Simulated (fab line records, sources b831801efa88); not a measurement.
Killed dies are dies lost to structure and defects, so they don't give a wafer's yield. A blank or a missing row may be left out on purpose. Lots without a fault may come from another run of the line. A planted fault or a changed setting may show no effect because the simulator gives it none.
Which tool did it? | flow gf180mcu | 15 lots, 45 wafers sampled, at 4 steps of a route of 602

WHAT THE GAUGES READ, wafer by wafer
GF_STI_THK_MEAS_04. Usual: STI_CVD_03_THK 206.0 nm, standard deviation 1.8.
lot  | measured    | on            | STI_CVD_03_THK (nm) | flag
L884 | day 1 13:39 | film_metro-02 | 208.3 206.5 205.8   |
L885 | day 1 19:04 | film_metro-02 | 203.6 202.8 205.4   |
L886 | day 1 23:34 | film_metro-03 | 208.6 207.3 206.4   |
L887 | day 2 04:34 | film_metro-01 | 205.9 205.3 206.9   |
L888 | day 2 09:34 | film_metro-03 | 203.7 204.5 202.8   |
L889 | day 2 14:42 | film_metro-02 | 207.1 206.9 205.8   |
L890 | day 2 19:34 | film_metro-01 | 205.0 204.9 203.9   |
L891 | day 3 04:34 | film_metro-02 | 206.9 205.4 205.0   |
L892 | day 3 05:58 | film_metro-01 | 206.3 208.4 207.5   |
L894 | day 3 15:34 | film_metro-03 | 205.4 205.0 205.5   |
L896 | day 4 02:12 | film_metro-02 | 206.6 208.7 208.8   |
L897 | day 4 07:31 | film_metro-01 | 208.0 205.5 206.5   |
L899 | day 4 20:38 | film_metro-03 | 207.1 207.6 208.6   |
L898 | day 4 20:39 | film_metro-02 | 203.6 202.0 202.6   |
L904 | day 5 17:37 | film_metro-03 | 207.1 209.2 207.7   |

GF_LVPWELL_OVL_MEAS_07. Usual: LVPWELL_OVL 0.3 nm, standard deviation 1.2.
lot  | measured    | on         | LVPWELL_OVL (nm) | flag
L884 | day 3 19:47 | overlay-01 | 1.8 0.9 0.8      |
L885 | day 4 01:50 | overlay-01 | 0.3 -0.2 -0.4    |
L886 | day 4 06:47 | overlay-02 | 1.3 0.0 2.5      |
L887 | day 4 12:25 | overlay-01 | -0.2 1.2 0.0     |
L888 | day 4 19:08 | overlay-02 | 3.1 0.9 3.1      |
L889 | day 4 23:50 | overlay-01 | 0.6 1.9 -0.2     |
L890 | day 5 03:58 | overlay-02 | -0.2 -0.1 1.3    |
L891 | day 5 16:50 | overlay-02 | -0.9 0.3 0.0     |
L892 | day 5 15:31 | overlay-01 | 3.3 2.8 3.3      |
L894 | day 6 16:05 | overlay-01 | -1.3 0.0 -0.1    |
L896 | day 7 02:50 | overlay-02 | -0.7 -0.6 -0.2   |
L897 | day 7 02:29 | overlay-01 | -0.5 0.3 0.4     |
L899 | day 7 16:44 | overlay-01 | 0.6 -1.0 1.5     |
L898 | day 7 17:25 | overlay-01 | -1.0 0.8 -0.2    |
L904 | day 8 12:11 | overlay-02 | 0.2 0.5 0.8      |

WHICH TOOL RAN EACH LOT (tool, then ch and the chambers of the sampled wafers, then the start)
lot  | GF_STI_ETCH_14                  | GF_STI_STRIP_15
L884 | rie_si-01 ch 0,3, day 2 00:59   | plasma_asher-04 ch 0,1, day 2 01:04
L885 | rie_si-01 ch 0,2, day 2 06:44   | plasma_asher-02 ch 0,1, day 2 06:49
L886 | rie_si-01 ch 0,2, day 2 11:19   | plasma_asher-02 ch 0,1, day 2 11:24
L887 | rie_si-02 ch 0,1,2, day 2 17:14 | plasma_asher-02 ch 0,1, day 2 17:19
L888 | rie_si-02 ch 1,2, day 2 21:23   | plasma_asher-02 ch 0,1, day 2 21:27
L889 | rie_si-02 ch 0,2,3, day 3 02:44 | plasma_asher-02 ch 0,1, day 3 02:50
L890 | rie_si-02 ch 0,1,2, day 3 08:08 | plasma_asher-03 ch 0,1, day 3 08:13
L891 | rie_si-02 ch 1,2,3, day 3 17:22 | plasma_asher-04 ch 0,1, day 3 17:27
L892 | rie_si-01 ch 0,2,3, day 3 18:59 | plasma_asher-04 ch 0,1, day 3 19:03
L894 | rie_si-02 ch 1,2,3, day 4 04:47 | plasma_asher-02 ch 0,1, day 4 04:51
L896 | rie_si-02 ch 0,2,3, day 4 15:02 | plasma_asher-04 ch 0,1, day 4 15:06
L897 | rie_si-02 ch 1,2, day 4 21:11   | plasma_asher-02 ch 0,1, day 4 21:15
L899 | rie_si-02 ch 0,2, day 5 09:56   | plasma_asher-03 ch 0,1, day 5 10:00
L898 | rie_si-01 ch 0,2,3, day 5 09:38 | plasma_asher-04 ch 0,1, day 5 09:45
L904 | rie_si-01 ch 1,3, day 6 08:16   | plasma_asher-04 ch 0,1, day 6 08:20
- GF_STI_ETCH_14: etches Si in HBr/Cl2/O2, target depth 360 nm, time 102.9 s.
- GF_STI_STRIP_15: strips in O2/N2.

WHAT THE TOOLS THEMSELVES READ (means of the sampled wafers that have a number; where no wafer has one, the mark that the record gives instead)
GF_STI_ETCH_14. Usual: drypump_motor_current_A 5.5 A, standard deviation 0.48; oes_product_au 1.004 a.u., standard deviation 0.0064; run_length_s 131.1 s, standard deviation 0.6; throttle_valve_pct 25.654 %, standard deviation 0.0097.
lot  | tool      | drypump_motor_current_A (A) | oes_product_au (a.u.) | run_length_s (s) | throttle_valve_pct (%) | flag
L884 | rie_si-01 | 6.3                         | 1.003                 | 130.4            | 25.659                 |
L885 | rie_si-01 | 5.7                         | 0.999                 | 130.3            | 25.659                 |
L886 | rie_si-01 | 6.1                         | 1.007                 | 130.5            | 25.661                 |
L887 | rie_si-02 | 5.4                         | 1.008                 | 131.0            | 25.658                 |
L888 | rie_si-02 | 5.7                         | 0.995                 | 131.6            | 25.649                 |
L889 | rie_si-02 | 5.3                         | 1.002                 | 131.2            | 25.653                 |
L890 | rie_si-02 | 5.4                         | 1.004                 | 131.3            | 25.646                 |
L891 | rie_si-02 | 5.4                         | 1.000                 | 131.5            | 25.647                 |
L892 | rie_si-01 | 5.8                         | 1.006                 | 130.5            | 25.659                 |
L894 | rie_si-02 | 5.4                         | 0.995                 | 131.4            | 25.660                 |
L896 | rie_si-02 | 5.4                         | 1.006                 | 99.2             | 25.643                 | OFF
L897 | rie_si-02 | 5.5                         | 0.996                 | 99.1             | 25.655                 | OFF
L899 | rie_si-02 | 5.4                         | 1.000                 | 99.0             | 25.665                 | OFF
L898 | rie_si-01 | 5.8                         | 1.007                 | 130.3            | 25.651                 |
L904 | rie_si-01 | 5.7                         | 1.006                 | 131.4            | 25.656                 |

GF_STI_STRIP_15. Usual: drypump_motor_current_A 5.7 A, standard deviation 0.4; heater_power_w 325 W, standard deviation 18; oes_product_au 0.383 a.u., standard deviation 0.0044; strip_time_to_endpoint_s 3.71 s, standard deviation 0.04.
lot  | tool            | drypump_motor_current_A (A) | heater_power_w (W) | oes_product_au (a.u.) | strip_time_to_endpoint_s (s) | flag
L884 | plasma_asher-04 | 5.6                         | 324                | 0.379                 | 3.70                         |
L885 | plasma_asher-02 | 5.6                         | 340                | 0.379                 | 3.70                         |
L886 | plasma_asher-02 | 5.6                         | 338                | 0.381                 | 3.68                         |
L887 | plasma_asher-02 | 5.6                         | 338                | 0.386                 | 3.71                         |
L888 | plasma_asher-02 | 5.6                         | 347                | 0.382                 | 3.69                         |
L889 | plasma_asher-02 | 5.7                         | 346                | 0.383                 | 3.72                         |
L890 | plasma_asher-03 | 5.9                         | 298                | 0.384                 | 3.71                         |
L891 | plasma_asher-04 | 5.4                         | 324                | 0.384                 | 3.69                         |
L892 | plasma_asher-04 | 5.4                         | 327                | 0.376                 | 3.70                         |
L894 | plasma_asher-02 | 5.6                         | 339                | 0.385                 | 3.73                         |
L896 | plasma_asher-04 | 5.6                         | 325                | 0.399                 | 4.09                         | OFF
L897 | plasma_asher-02 | 5.6                         | 340                | 0.401                 | 4.17                         | OFF
L899 | plasma_asher-03 | 6.2                         | 302                | 0.397                 | 4.10                         | OFF
L898 | plasma_asher-04 | 5.5                         | 325                | 0.383                 | 3.67                         |
L904 | plasma_asher-04 | 5.4                         | 325                | 0.386                 | 3.68                         |

THE ANSWER, worked out from the rows above alone
Rule: a lot is off if the mean of its wafers that have a number lies more than 3 standard deviations from the usual mean. A lot without any number at a reading at which 4 lots or more have one is off too. The other lots that the step has rows for count as sound. The gauges are gone through in route order, then the tools' own readings, and for those a lot's mean is taken as printed above. The first step at which some lot is off is used, and at that step the reading that is off furthest; a lot without a number counts as furthest.
Off: L896, L897, L899, at GF_STI_ETCH_14 (run_length_s).
A tool fits if, at that step or a process step before it, it ran every lot that is off, and no sound lot after the first of them. One fits: rie_si-02 at GF_STI_ETCH_14. Its last sound lot is L894 (day 4 04:47), its first lot that is off L896 (day 4 15:02): a fault that began between those two fits.
The tool's own readings at GF_STI_ETCH_14 bear it out: on the lots that are off they differ by more than 5 times the standard deviation of the sound lots' means. run_length_s reads 99.1 s there against 130.9 s on the sound lots.

WHAT THE SIMULATOR HAD PUT IN
Process parameter drift: rie_si-02, from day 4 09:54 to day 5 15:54, at GF_STI_ETCH_14. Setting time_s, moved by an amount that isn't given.
Lots struck among those shown: L896, L897, L899. The rule above found the same.
